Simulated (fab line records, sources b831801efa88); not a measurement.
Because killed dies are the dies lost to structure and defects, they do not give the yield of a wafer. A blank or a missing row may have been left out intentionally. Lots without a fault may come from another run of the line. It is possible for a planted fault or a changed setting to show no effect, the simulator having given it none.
fab line records	flow gf180mcu
record lots=14	wafers=42	last_day=34
route steps=602 shown STI@13 DUAL_GATE@152 POLY_GATE@157 HV_LDD@208
lots that met no fault: from a run of the same line without faults
start_h: start of the lot's first displayed wafer, in hours after the record's first day	wait_h: hours elapsed since this lot's preceding step	" repeats the value in the row above	L1.1+2: several wafers, shown together as one row	- no value present, or no start provided	* or withheld: withheld	< > ~ a bound
route shown NAME@n: names a module that has steps shown in the file, with the first one's number in the route	usual: mean/standard deviation taken from wafers without a fault	same: alike in all rows	chamber/n: place in a boat	sites: each site's reading	_std_site: standard deviation of those values	_edge_site: outer sites' mean less inner sites'	radius_mm: for every site, how far away it sits from the centre of the wafer	mask NAME#n: copy n	behind: the most recent tool/chamber to have shaped the wafer	hold: why the lot went on hold/how many hours it stayed there/how the hold came to an end	device: names the non-switching transistor (n, p or np)	end of line: at the end of the route, the tests of the same wafers	where a step has no rows: the recipe by itself	killed: count of dies lost to structure and defects at first sort (not the wafer's yield)	map: per-die view of a wafer (x killed, . not killed, _ where there is no die)
set.NAME: the setting the step ran with; set.NAME@STEP: the setting that earlier step ran with	model.NAME: the simulator's own value behind a step, which no gauge read
one table for each step of the route and one row for each wafer, over a sample of lots
## steps
# step GF_STI_CD_MEAS_12
# recipe target_cd_nm=220
# usual cd_nm=219.7/1.5
lot.wafer	tool	chamber	start_h	wait_h	cd_nm
L313.1	cd_sem-01	-	26.48	0.1	220.3
L313.3	"	-	"	"	219.2
L313.5	"	-	"	"	221.2
L314.1	cd_sem-02	-	30.48	0.1	219.8
L314.4	"	-	"	"	219.0
L314.6	"	-	"	"	219.8
L315.2	cd_sem-02	-	35.62	0.1	217.5
L315.3	"	-	"	"	218.3
L315.4	"	-	"	"	217.9
L316.1	cd_sem-02	-	40.53	0.1	219.9
L316.2	"	-	"	"	219.6
L316.3	"	-	"	"	219.5
L317.1	cd_sem-02	-	47.28	0.1	221.1
L317.3	"	-	"	"	220.8
L317.6	"	-	"	"	220.3
L319.1	cd_sem-01	-	55.43	0.1	218.6
L319.5	"	-	"	"	219.1
L319.6	"	-	"	"	218.8
L321.3	cd_sem-02	-	66.64	0.1	221.4
L321.4	"	-	"	"	223.1
L321.6	"	-	"	"	222.3
L323.2	cd_sem-02	-	79.70	0.1	218.1
L323.3	"	-	"	"	217.6
L323.6	"	-	"	"	219.1
L325.1	cd_sem-02	-	87.98	0.1	220.0
L325.2	"	-	"	"	219.6
L325.4	"	-	"	"	219.6
L331.3	cd_sem-01	-	118.04	0.1	219.0
L331.4	"	-	"	"	219.9
L331.5	"	-	"	"	219.5
L333.1	cd_sem-02	-	130.48	0.1	219.4
L333.2	"	-	"	"	220.5
L333.4	"	-	"	"	219.3
L334.2	cd_sem-01	-	133.52	0.1	221.3
L334.3	"	-	"	"	221.7
L334.5	"	-	"	"	222.5
L335.3	cd_sem-01	-	138.72	0.1	219.4
L335.4	"	-	"	"	220.2
L335.5	"	-	"	"	220.5
L336.1	cd_sem-02	-	143.65	0.1	215.8
L336.3	"	-	"	"	215.1
L336.6	"	-	"	"	214.4
# step GF_DUAL_GATE_OVL_MEAS_11
# usual DUAL_GATE_OVL=0.3/1.5
lot.wafer	tool	chamber	start_h	wait_h	DUAL_GATE_OVL[nm]
L313.1	overlay-01	-	174.44	0.1	0.3
L313.3	"	-	"	"	0.7
L313.5	"	-	"	"	1.4
L314.1	overlay-01	-	182.73	0.1	-0.1
L314.4	"	-	"	"	0.0
L314.6	"	-	"	"	2.0
L315.2	overlay-02	-	187.88	0.1	2.6
L315.3	"	-	"	"	0.5
L315.4	"	-	"	"	-0.7
L316.1	overlay-02	-	191.78	0.1	-1.9
L316.2	"	-	"	"	-0.4
L316.3	"	-	"	"	-1.1
L317.1	overlay-01	-	205.43	0.1	0.6
L317.3	"	-	"	"	0.0
L317.6	"	-	"	"	0.0
L319.1	overlay-01	-	215.63	0.1	-0.5
L319.5	"	-	"	"	2.4
L319.6	"	-	"	"	2.7
L321.3	overlay-02	-	234.69	0.1	-0.8
L321.4	"	-	"	"	1.7
L321.6	"	-	"	"	1.5
L323.2	overlay-02	-	248.54	0.1	-3.6
L323.3	"	-	"	"	-0.6
L323.6	"	-	"	"	0.7
L325.1	overlay-02	-	260.43	0.1	4.1
L325.2	"	-	"	"	1.5
L325.4	"	-	"	"	2.0
L331.3	overlay-01	-	297.74	0.1	-3.3
L331.4	"	-	"	"	0.5
L331.5	"	-	"	"	-0.9
L333.1	overlay-02	-	317.88	0.1	2.3
L333.2	"	-	"	"	1.7
L333.4	"	-	"	"	2.9
L334.2	overlay-02	-	322.79	0.1	0.0
L334.3	"	-	"	"	-1.7
L334.5	"	-	"	"	-0.9
L335.3	overlay-01	-	328.35	0.1	0.0
L335.4	"	-	"	"	-1.5
L335.5	"	-	"	"	2.0
L336.1	overlay-02	-	335.24	0.1	0.1
L336.3	"	-	"	"	-2.1
L336.6	"	-	"	"	0.8
# step GF_POLY_GATE_CVD_00
# recipe material=poly-Si	target_thk_nm=200	temp_c=620	time_s=1200	pressure_mtorr=200
# usual spike_tc_bottom_C=639.8/2	spike_tc_centre_C=620.3/1.3	spike_tc_lower_C=620.7/1.1	spike_tc_top_C=638.9/2.4	spike_tc_upper_C=619.8/1.2	susceptor_temp_C=620.02/0.3
lot.wafer	tool	chamber	start_h	wait_h	spike_tc_bottom_C	spike_tc_centre_C	spike_tc_lower_C	spike_tc_top_C	spike_tc_upper_C	susceptor_temp_C
L313.1	lpcvd-01	0	176.26	0.0	640.2	619.7	621.5	640.2	620.7	619.83
L313.3	"	0	"	"	641.8	618.3	619.7	642.6	618.4	620.04
L313.5	"	0	"	"	642.9	620.0	620.8	641.7	619.9	619.61
L314.1	lpcvd-01	0	184.67	0.0	640.8	620.6	620.8	642.2	618.9	620.44
L314.4	"	0	"	"	642.0	620.7	621.7	640.9	621.7	620.82
L314.6	"	0	"	"	641.2	618.8	619.0	639.7	621.0	620.06
L315.2	lpcvd-01	1	189.71	0.0	642.1	621.5	620.3	636.8	620.6	619.98
L315.3	"	1	"	"	639.7	620.8	621.4	639.3	620.5	619.78
L315.4	"	1	"	"	642.1	622.1	620.1	638.3	621.0	620.19
L316.1	lpcvd-02	1	194.23	0.1	640.8	621.2	621.3	637.8	619.6	620.00
L316.2	"	1	"	"	637.8	622.3	621.3	641.0	619.0	619.94
L316.3	"	1	"	"	638.2	620.9	620.2	640.2	618.8	620.19
L317.1	lpcvd-02	1	208.07	0.0	639.5	621.6	622.7	638.7	617.0	619.58
L317.3	"	1	"	"	638.1	622.6	619.3	641.4	618.2	619.87
L317.6	"	1	"	"	640.9	621.7	621.5	640.1	620.1	619.85
L319.1	lpcvd-02	0	218.07	0.0	637.6	621.0	619.8	636.6	621.0	619.95
L319.5	"	0	"	"	636.7	620.8	620.0	637.0	618.6	620.13
L319.6	"	0	"	"	637.2	621.0	620.7	635.7	617.7	620.15
L321.3	lpcvd-01	0	236.50	0.0	641.3	618.7	620.7	643.6	620.8	619.75
L321.4	"	0	"	"	641.7	620.9	621.2	641.2	619.6	619.76
L321.6	"	0	"	"	640.7	618.3	621.4	640.4	620.6	619.95
L323.2	lpcvd-02	1	251.19	0.0	650.6	630.9	630.4	651.9	628.7	630.68
L323.3	"	1	"	"	650.5	633.2	633.2	649.5	629.8	630.84
L323.6	"	1	"	"	651.1	630.9	632.2	648.4	629.9	630.78
L325.1	lpcvd-02	1	263.31	0.4	649.0	631.3	631.6	649.5	629.9	630.63
L325.2	"	1	"	"	649.8	634.2	631.8	649.5	630.9	630.50
L325.4	"	1	"	"	650.5	632.3	632.9	649.2	629.3	630.65
L331.3	lpcvd-01	0	300.64	0.0	640.6	620.6	623.2	641.1	621.8	620.46
L331.4	"	0	"	"	640.9	618.4	619.9	640.0	621.6	620.61
L331.5	"	0	"	"	642.3	619.8	621.4	640.9	620.5	620.19
L333.1	lpcvd-01	1	319.79	0.0	642.1	622.6	619.9	637.8	620.9	619.88
L333.2	"	1	"	"	641.0	621.2	619.6	635.8	619.4	620.54
L333.4	"	1	"	"	641.4	621.9	618.6	638.0	621.4	619.81
L334.2	lpcvd-02	0	325.00	0.0	636.6	622.0	620.9	636.7	619.7	619.40
L334.3	"	0	"	"	637.2	618.7	619.7	636.5	620.3	619.77
L334.5	"	0	"	"	637.7	621.0	620.6	635.1	620.1	620.04
L335.3	lpcvd-02	1	330.16	0.0	639.7	622.8	621.0	638.8	616.5	620.16
L335.4	"	1	"	"	637.8	621.7	620.5	639.1	618.7	620.07
L335.5	"	1	"	"	641.2	622.0	620.1	637.5	619.2	619.83
L336.1	lpcvd-01	0	337.06	0.0	641.7	617.9	622.0	640.8	620.4	619.87
L336.3	"	0	"	"	641.4	620.2	621.1	641.3	621.1	619.81
L336.6	"	0	"	"	641.2	620.5	621.0	641.6	620.8	620.08
# step GF_POLY_GATE_THK_MEAS_01
# recipe reads=poly-Si_of_POLY_GATE_CVD_00
# usual POLY_GATE_CVD_00_THK=199.3/1.9
lot.wafer	tool	chamber	start_h	wait_h	POLY_GATE_CVD_00_THK[nm]
L313.1	film_metro-02	-	177.59	0.0	200.1
L313.3	"	-	"	"	199.1
L313.5	"	-	"	"	201.3
L314.1	film_metro-03	-	186.01	0.0	199.0
L314.4	"	-	"	"	198.2
L314.6	"	-	"	"	197.9
L315.2	film_metro-03	-	191.06	0.0	202.3
L315.3	"	-	"	"	204.9
L315.4	"	-	"	"	203.8
L316.1	film_metro-03	-	195.57	0.0	197.5
L316.2	"	-	"	"	198.4
L316.3	"	-	"	"	197.9
L317.1	film_metro-03	-	209.40	0.0	200.4
L317.3	"	-	"	"	201.2
L317.6	"	-	"	"	200.6
L319.1	film_metro-03	-	219.40	0.0	198.4
L319.5	"	-	"	"	198.5
L319.6	"	-	"	"	198.5
L321.3	film_metro-03	-	237.86	0.0	199.4
L321.4	"	-	"	"	200.5
L321.6	"	-	"	"	202.8
L323.2	film_metro-03	-	252.53	0.0	257.1
L323.3	"	-	"	"	256.5
L323.6	"	-	"	"	257.2
L325.1	film_metro-03	-	264.64	0.0	250.7
L325.2	"	-	"	"	250.3
L325.4	"	-	"	"	252.6
L331.3	film_metro-03	-	302.00	0.0	200.6
L331.4	"	-	"	"	200.2
L331.5	"	-	"	"	199.5
L333.1	film_metro-03	-	321.12	0.0	198.4
L333.2	"	-	"	"	198.0
L333.4	"	-	"	"	199.5
L334.2	film_metro-03	-	326.34	0.0	199.3
L334.3	"	-	"	"	198.8
L334.5	"	-	"	"	196.9
L335.3	film_metro-04	-	331.51	0.0	196.7
L335.4	"	-	"	"	197.5
L335.5	"	-	"	"	197.0
L336.1	film_metro-03	-	338.39	0.0	199.1
L336.3	"	-	"	"	200.6
L336.6	"	-	"	"	201.5
# step GF_HV_LDD_OVL_MEAS_32
# usual HV_LDD_02_OVL=0.1/1.7
lot.wafer	tool	chamber	start_h	wait_h	HV_LDD_02_OVL[nm]
L313.1	overlay-01	-	250.86	0.1	0.7
L313.3	"	-	"	"	1.0
L313.5	"	-	"	"	-0.5
L314.1	overlay-01	-	259.35	0.1	0.4
L314.4	"	-	"	"	2.0
L314.6	"	-	"	"	0.2
L315.2	overlay-01	-	263.81	0.1	-0.2
L315.3	"	-	"	"	1.3
L315.4	"	-	"	"	0.4
L316.1	overlay-02	-	270.70	0.1	-1.0
L316.2	"	-	"	"	-0.5
L316.3	"	-	"	"	-1.2
L317.1	overlay-02	-	284.95	0.1	-2.3
L317.3	"	-	"	"	-1.3
L317.6	"	-	"	"	-1.5
L319.1	overlay-02	-	298.91	0.1	-2.5
L319.5	"	-	"	"	0.2
L319.6	"	-	"	"	0.1
L321.3	overlay-01	-	317.01	0.1	1.9
L321.4	"	-	"	"	1.1
L321.6	"	-	"	"	3.1
L323.2	overlay-02	-	334.35	0.1	1.5
L323.3	"	-	"	"	-0.1
L323.6	"	-	"	"	0.4
L325.1	overlay-01	-	348.85	0.1	1.8
L325.2	"	-	"	"	0.6
L325.4	"	-	"	"	1.1
L331.3	overlay-02	-	390.67	0.1	1.6
L331.4	"	-	"	"	2.0
L331.5	"	-	"	"	1.9
L333.1	overlay-02	-	411.86	0.1	-0.3
L333.2	"	-	"	"	-1.5
L333.4	"	-	"	"	-0.1
L334.2	overlay-02	-	416.82	0.1	-1.2
L334.3	"	-	"	"	-1.1
L334.5	"	-	"	"	-2.8
L335.3	overlay-02	-	422.67	0.1	0.9
L335.4	"	-	"	"	0.2
L335.5	"	-	"	"	-1.0
L336.1	overlay-02	-	430.91	0.1	0.6
L336.3	"	-	"	"	0.2
L336.6	"	-	"	"	1.8
## key
first_sign step=GF_POLY_GATE_CVD_00	reading=susceptor_temp_C	direction=up	sigmas=36	usual=*	struck=*
effect step=GF_POLY_GATE_CVD_00	reading=spike_tc_lower_C	direction=up	sigmas=10	usual=620.7	struck=632.0
effect step=GF_POLY_GATE_THK_MEAS_01	reading=POLY_GATE_CVD_00_THK	direction=up	sigmas=29	usual=199.3	struck=254.1
met_at GF_POLY_GATE_CVD_00
struck_lots L323,L325
struck_wafers L323.2,L323.3,L323.6,L325.1,L325.2,L325.4
tester_left_out L323,L325
not_acting_at GF_STI_CD_MEAS_12,GF_DUAL_GATE_OVL_MEAS_11,GF_HV_LDD_OVL_MEAS_32
onset_between 208.07 251.19
fault kind=process_parameter_drift	tool=lpcvd-02	chamber=1	onset_h=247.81	steps=GF_POLY_GATE_CVD_00	channel=temp_c	offset=*	shape=step	end_h=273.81	acts_in=*	stated=*
# tester_left_out: of these lots the tester's yield and bins aren't shown, on N5 and GAA mostly nor the transistor test; their killed dies are dies lost to structure and defects alone, not to doping, threshold or leakage, so they don't give the yield
